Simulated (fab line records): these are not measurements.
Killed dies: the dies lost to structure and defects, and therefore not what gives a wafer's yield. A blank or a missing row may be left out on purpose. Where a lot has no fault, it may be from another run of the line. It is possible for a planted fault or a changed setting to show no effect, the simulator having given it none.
Comparing a struck lot with a sound one + flow sky130 + 33 steps out of a route of 708
Sound: these wafers, L689.1, L689.4, L689.6. Wafers L696.3, L696.4, L696.6 were the ones struck. The cause is given at the end.
Each step with rows lists, per side, the tool, then ch with its chambers, then its first start. Under that, the readings that differ: sound wafers + struck wafers + difference of the means + sigmas: that difference in standard deviations of wafers without a fault.
alike: words and numbers the same on both sides, and readings whose means are apart by under 2 such deviations; not compared: readings that were withheld, readings missing a value for some wafer, numbers with overlapping values and no deviation given by the record, and bounds like >300 which may hide the same value.
The two part at a step that has a row with sigmas, a row that says differs or no value, or rows on one side only. Numbers that don't overlap but have no deviation are shown without sigmas and don't part them. Lack of a reading on every wafer of one side parts them only where that side has two or more wafers.

SKY_SD_P_CD_MEAS_07: the cd target is 380 nm.
  struck on cd-sem-02, day 29 11:10; sound on cd-sem-01, day 26 04:21
  alike: cd-nm
SKY_SD_P_OVL_MEAS_08:
  struck on overlay-01, day 29 11:16; sound on overlay-02, day 26 04:28
  alike: SD_P_OVL
after that, 1 step had no rows for these wafers: SKY_SD_P_IMPLANT_09.
SKY_SD_P_STRIP_10: strips in O2/N2.
  sound on plasma-asher-04 ch 0,1, day 26 04:39; struck on plasma-asher-03 ch 0,1, day 29 11:28
  alike: chamber-pressure-mTorr, drypump-motor-current-A, oes-product-au, strip-time-to-endpoint-s
  not compared: rf-hours-counter-h
SKY_SD_P_TW_MEAS_11:
  struck on film-metro-02, day 29 11:34; sound on film-metro-02, day 26 04:45
  alike: SD_P_TW
then, 7 steps without rows for these wafers: SKY_RES_XHIGH_DEHYDRATE_00 (time 60 s); SKY_RES_XHIGH_HMDS_01 (prime time 60 s); SKY_RES_XHIGH_COAT_02 (resist thk 1140 nm); SKY_RES_XHIGH_SOFTBAKE_03 (time 60 s); SKY_RES_XHIGH_EXPOSE_04 (exposes mask URPM, target cd 1270 nm); SKY_RES_XHIGH_PEB_05; SKY_RES_XHIGH_DEVELOP_06 (develop time 60 s).
SKY_RES_XHIGH_IMPLANT_07:
  struck on implanter-01, day 30 14:58; sound on implanter-04 ch 0, day 27 09:03
  no value came back on the struck wafers for beam-energy-keV, beam-on-s (s), implant-ion-amu; on the sound wafers beam-energy-keV reads 20.003 20.000 19.993
SKY_RES_XHIGH_STRIP_08: strips in O2/N2.
  sound on plasma-asher-01 ch 1, day 27 09:12; struck on plasma-asher-01 ch 0,1, day 30 15:06
| reading                      | sound             | struck            | difference | sigmas |
|------------------------------|-------------------|-------------------|------------|--------|
| strip-time-to-endpoint-s (s) | 14.24 14.26 14.24 | 14.15 14.10 14.09 | -0.13      | -3     |
  alike: chamber-pressure-mTorr, drypump-motor-current-A, oes-product-au
  not compared: rf-hours-counter-h
SKY_RES_XHIGH_TW_MEAS_09:
  struck on film-metro-03, day 30 15:11; sound on film-metro-02, day 27 09:18
| reading      | sound          | struck   | difference | sigmas      |
|--------------|----------------|----------|------------|-------------|
| RES_XHIGH_TW | 1644 1644 1648 | 30 30 30 | -1615      | -99 or more |
then, 7 steps without rows for these wafers: SKY_SD_N_DEHYDRATE_00 (time 60 s); SKY_SD_N_HMDS_01 (prime time 60 s); SKY_SD_N_COAT_02 (resist thk 1153 nm); SKY_SD_N_SOFTBAKE_03 (time 60 s); SKY_SD_N_EXPOSE_04 (exposes mask NSDM, target cd 380 nm); SKY_SD_N_PEB_05; SKY_SD_N_DEVELOP_06 (develop time 60 s).
SKY_SD_N_CD_MEAS_07: the cd target is 380 nm.
  struck on cd-sem-01, day 31 18:31; sound on cd-sem-01, day 28 13:10
  alike: cd-nm
SKY_SD_N_OVL_MEAS_08:
  struck on overlay-01, day 31 18:36; sound on overlay-01, day 28 13:17
  alike: SD_N_OVL
then, 2 steps without rows for these wafers: SKY_SD_N_IMPLANT_09; SKY_SD_N_IMPLANT_10.
SKY_SD_N_STRIP_11: strips in O2/N2.
  sound on plasma-asher-03 ch 0,1, day 28 13:37; struck on plasma-asher-02 ch 0,1, day 31 18:58
  alike: chamber-pressure-mTorr, drypump-motor-current-A, oes-product-au, strip-time-to-endpoint-s
  not compared: rf-hours-counter-h
SKY_SD_N_TW_MEAS_12:
  struck on film-metro-02, day 31 19:03; sound on film-metro-04, day 28 13:43
  alike: SD_N_TW
then, 1 step without rows for these wafers: SKY_SD_N_CLEAN_13 (cleans in SC1/SC2, time 150 s).
SKY_SD_N_RTA_14: time 2 s.
  sound on rtp-anneal-02 ch 0, day 28 13:50; struck on rtp-anneal-01 ch 0, day 31 19:09
  alike: lamp-power-pct, wafer_temp_C_max
SKY_SD_N_RS_MEAS_16: measurement is done with a four-point probe.
  struck on film-metro-04, day 31 19:21; sound on film-metro-03, day 28 14:00
| reading          | sound             | struck            | difference | sigmas |
|------------------|-------------------|-------------------|------------|--------|
| SD_N_RS (ohm/sq) | 68.51 68.54 68.51 | 68.85 68.83 68.78 | +0.30      | +3     |
SKY_SD_N_RS_MEAS_17: measurement is done with a four-point probe.
  struck on film-metro-04, day 31 19:28; sound on film-metro-03, day 28 14:07
| reading          | sound             | struck            | difference | sigmas |
|------------------|-------------------|-------------------|------------|--------|
| SD_P_RS (ohm/sq) | 146.7 147.3 146.9 | 147.7 147.6 147.6 | +0.7       | +2     |
SKY_SD_N_RS_MEAS_18: measurement is done with a four-point probe.
  struck on film-metro-04, day 31 19:35; sound on film-metro-03, day 28 14:14
| reading               | sound             | struck            | difference | sigmas      |
|-----------------------|-------------------|-------------------|------------|-------------|
| RES_XHIGH_RS (ohm/sq) | 334.1 332.9 333.4 | 133.1 133.2 133.2 | -200.3     | -99 or more |

## WHERE THEY PART
Last at SKY_SD_N_RS_MEAS_18 as far as this record goes, first at SKY_RES_XHIGH_IMPLANT_07.

WHY: what the simulator had put in
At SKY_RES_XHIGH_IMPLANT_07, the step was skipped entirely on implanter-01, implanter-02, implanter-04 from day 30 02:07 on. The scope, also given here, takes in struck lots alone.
